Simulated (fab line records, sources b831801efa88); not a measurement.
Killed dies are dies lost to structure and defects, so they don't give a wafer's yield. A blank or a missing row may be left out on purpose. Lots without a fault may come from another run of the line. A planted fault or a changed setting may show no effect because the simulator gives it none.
Which tool did it? | flow sky130 | 12 lots, 36 wafers sampled, at 7 steps of a route of 708

WHAT THE GAUGES READ, wafer by wafer
SKY_FIELD_ISO_THK_MEAS_25.
lot  | measured    | on            | FIELD_ISO_CVD_24_THK (nm)
L173 | day 2 22:24 | film_metro-02 | 590 597 595
L176 | day 2 23:58 | film_metro-01 | 605 606 590
L180 | day 3 20:22 | film_metro-03 | 594 593 581
L181 | day 4 02:18 | film_metro-03 | 576 592 583
L182 | day 4 07:07 | film_metro-02 | 591 593 569
L186 | day 5 03:35 | film_metro-01 | 591 593 589
L188 | day 5 15:46 | film_metro-01 | 590 597 603
L190 | day 5 23:55 | film_metro-01 | 587 592 591
L193 | day 6 16:46 | film_metro-01 | 592 598 601
L194 | day 6 19:27 | film_metro-02 | 600 602 592
L195 | day 7 02:01 | film_metro-01 | 601 603 589
L196 | day 7 13:23 | film_metro-03 | 593 592 585

SKY_NWELL_TW_MEAS_15.
lot  | measured     | on            | NWELL_TW
L173 | day 5 07:10  | film_metro-03 | 1812 1816 1817
L176 | day 5 08:35  | film_metro-04 | 1802 1799 1799
L180 | day 6 08:18  | film_metro-04 | 1789 1795 1792
L181 | day 6 14:24  | film_metro-04 | 1805 1806 1804
L182 | day 6 17:11  | film_metro-01 | 1829 1819 1822
L186 | day 7 21:25  | film_metro-01 | 1822 1827 1827
L188 | day 8 09:31  | film_metro-01 | 1831 1833 1830
L190 | day 8 17:10  | film_metro-04 | 1796 1790 1800
L193 | day 9 10:04  | film_metro-01 | 1828 1823 1833
L194 | day 9 15:31  | film_metro-01 | 1831 1827 1822
L195 | day 9 20:21  | film_metro-03 | 1813 1822 1822
L196 | day 10 11:10 | film_metro-04 | 1796 1789 1806

SKY_VT_ADJUST_HVTP_CD_MEAS_07: target cd 380 nm.
lot  | measured     | on        | cd_nm (nm)
L173 | day 6 19:17  | cd_sem-01 | 378.0 378.7 380.4
L176 | day 6 22:02  | cd_sem-01 | 376.8 378.8 377.7
L180 | day 8 00:21  | cd_sem-01 | 381.8 381.1 382.2
L181 | day 8 07:26  | cd_sem-01 | 379.4 382.5 379.7
L182 | day 8 09:17  | cd_sem-02 | 382.5 381.0 382.5
L186 | day 9 16:00  | cd_sem-01 | 379.3 375.9 375.9
L188 | day 10 04:47 | cd_sem-01 | 383.9 383.4 384.8
L190 | day 10 12:46 | cd_sem-02 | - - -
L193 | day 11 06:37 | cd_sem-01 | 378.8 379.0 379.4
L194 | day 11 12:47 | cd_sem-02 | 380.7 381.0 378.3
L195 | day 11 17:23 | cd_sem-01 | 379.5 379.8 377.7
L196 | day 12 10:13 | cd_sem-01 | 383.4 383.4 382.5

SKY_VT_ADJUST_HVTP_TW_MEAS_11.
lot  | measured     | on            | VT_ADJUST_HVTP_TW
L173 | day 6 19:53  | film_metro-04 | 1353 1352 1356
L176 | day 6 22:25  | film_metro-03 | 1354 1361 1355
L180 | day 8 00:45  | film_metro-04 | 1344 1349 1338
L181 | day 8 07:50  | film_metro-04 | 1353 1343 1342
L182 | day 8 09:40  | film_metro-03 | 1371 1377 1366
L186 | day 9 16:23  | film_metro-03 | 1377 1360 1360
L188 | day 10 05:11 | film_metro-02 | 1352 1350 1358
L190 | day 10 13:11 | film_metro-04 | 30 30 30
L193 | day 11 07:01 | film_metro-02 | 1359 1357 1354
L194 | day 11 13:11 | film_metro-03 | 1351 1355 1353
L195 | day 11 17:47 | film_metro-03 | 1355 1357 1358
L196 | day 12 10:38 | film_metro-02 | 1349 1348 1344

SKY_VT_ADJUST_LVTN_TW_MEAS_21.
lot  | measured     | on            | VT_ADJUST_LVTN_2_TW
L173 | day 8 11:41  | film_metro-04 | 187.0 186.5 187.1
L176 | day 8 15:07  | film_metro-01 | 190.5 189.9 190.4
L180 | day 9 19:38  | film_metro-01 | 190.8 190.5 190.3
L181 | day 10 03:14 | film_metro-04 | 185.8 186.1 186.1
L182 | day 10 04:47 | film_metro-02 | 188.4 188.1 188.8
L186 | day 11 13:08 | film_metro-04 | 187.5 186.6 186.9
L188 | day 12 03:39 | film_metro-02 | 188.2 187.2 187.3
L190 | day 12 12:06 | film_metro-04 | 1354.8 1349.3 1350.6
L193 | day 13 08:20 | film_metro-04 | 188.8 188.4 188.7
L194 | day 13 14:43 | film_metro-01 | 189.7 189.0 189.0
L195 | day 13 19:26 | film_metro-04 | 188.3 187.7 188.2
L196 | day 14 12:56 | film_metro-01 | 189.2 189.5 189.4

WHICH TOOL RAN EACH LOT (tool, then ch and the chambers of the sampled wafers, then the start)
lot  | SKY_NWELL_RTA_28                 | SKY_VT_ADJUST_HVTP_EXPOSE_04
L173 | rtp_anneal-02 ch 0, day 6 00:29  | iline_stepper-02 ch 0, day 6 10:16
L176 | rtp_anneal-01 ch 0, day 6 02:40  | iline_stepper-02 ch 0, day 6 12:55
L180 | rtp_anneal-01 ch 0, day 7 04:05  | iline_stepper-02 ch 0, day 7 14:26
L181 | rtp_anneal-02 ch 0, day 7 10:32  | iline_stepper-01 ch 0, day 7 20:33
L182 | rtp_anneal-02 ch 0, day 7 13:13  | iline_stepper-01 ch 0, day 7 23:17
L186 | rtp_anneal-01 ch 0, day 8 18:26  | iline_stepper-02 ch 0, day 9 05:46
L188 | rtp_anneal-01 ch 0, day 9 06:25  | iline_stepper-02 ch 0, day 9 17:43
L190 | rtp_anneal-01 ch 0, day 9 15:01  | iline_stepper-01 ch 0, day 10 02:32
L193 | rtp_anneal-01 ch 0, day 10 08:02 | iline_stepper-02 ch 0, day 10 19:19
L194 | rtp_anneal-02 ch 0, day 10 13:08 | iline_stepper-01 ch 0, day 11 01:55
L195 | rtp_anneal-01 ch 0, day 10 18:34 | iline_stepper-01 ch 0, day 11 06:18
L196 | rtp_anneal-01 ch 0, day 11 10:22 | iline_stepper-01 ch 0, day 11 22:59
- SKY_NWELL_RTA_28: time 30 s.
- SKY_VT_ADJUST_HVTP_EXPOSE_04: exposes mask HVTPM, target cd 380 nm.

WHAT THE TOOLS THEMSELVES READ (means of the sampled wafers that have a number; where no wafer has one, the mark that the record gives instead)
SKY_NWELL_RTA_28.
lot  | tool          | lamp_power_pct (%) | wafer_temp_C_max
L173 | rtp_anneal-02 | 25.30              | 1055.7
L176 | rtp_anneal-01 | 25.33              | 1054.7
L180 | rtp_anneal-01 | 25.31              | 1055.2
L181 | rtp_anneal-02 | 25.26              | 1054.7
L182 | rtp_anneal-02 | 25.28              | 1054.3
L186 | rtp_anneal-01 | 25.32              | 1053.8
L188 | rtp_anneal-01 | 25.32              | 1054.1
L190 | rtp_anneal-01 | 25.31              | 1054.0
L193 | rtp_anneal-01 | 25.31              | 1055.7
L194 | rtp_anneal-02 | 25.28              | 1054.2
L195 | rtp_anneal-01 | 25.29              | 1055.3
L196 | rtp_anneal-01 | 25.30              | 1055.5

THE ANSWER, worked out from the rows above alone
Rule: what is usual is taken from the lots themselves. Put in order of their means at a reading, lots are off if they are a third of the lots or fewer, leave a main group of 4 or more, and stand apart from it by a gap of 3 or more times the standard deviation of the main group's means; of several such gaps the widest counts. A main group whose means are all the same, to the digits that the tables above print for the reading, isn't used. A lot without any number at a reading at which 4 lots or more have one is off too. The other lots that the step has rows for count as sound. The gauges are gone through in route order, then the tools' own readings, and for those a lot's mean is taken as printed above. The first step at which some lot is off is used, and at that step the reading that is off furthest; a lot without a number counts as furthest.
Off: L190, at SKY_VT_ADJUST_HVTP_CD_MEAS_07 (cd_nm). Without a number there: L190. The main group: mean 380.3 nm, standard deviation 2.1.
A tool fits if, at a process step before that reading, it ran every lot that is off, and no sound lot after the first of them. The gauges at SKY_VT_ADJUST_HVTP_CD_MEAS_07 aren't tried: what is off there is off at SKY_VT_ADJUST_HVTP_TW_MEAS_11 too, on other tools, and a gauge's error can't cause that. None of those tried fits.

WHAT THE SIMULATOR HAD PUT IN
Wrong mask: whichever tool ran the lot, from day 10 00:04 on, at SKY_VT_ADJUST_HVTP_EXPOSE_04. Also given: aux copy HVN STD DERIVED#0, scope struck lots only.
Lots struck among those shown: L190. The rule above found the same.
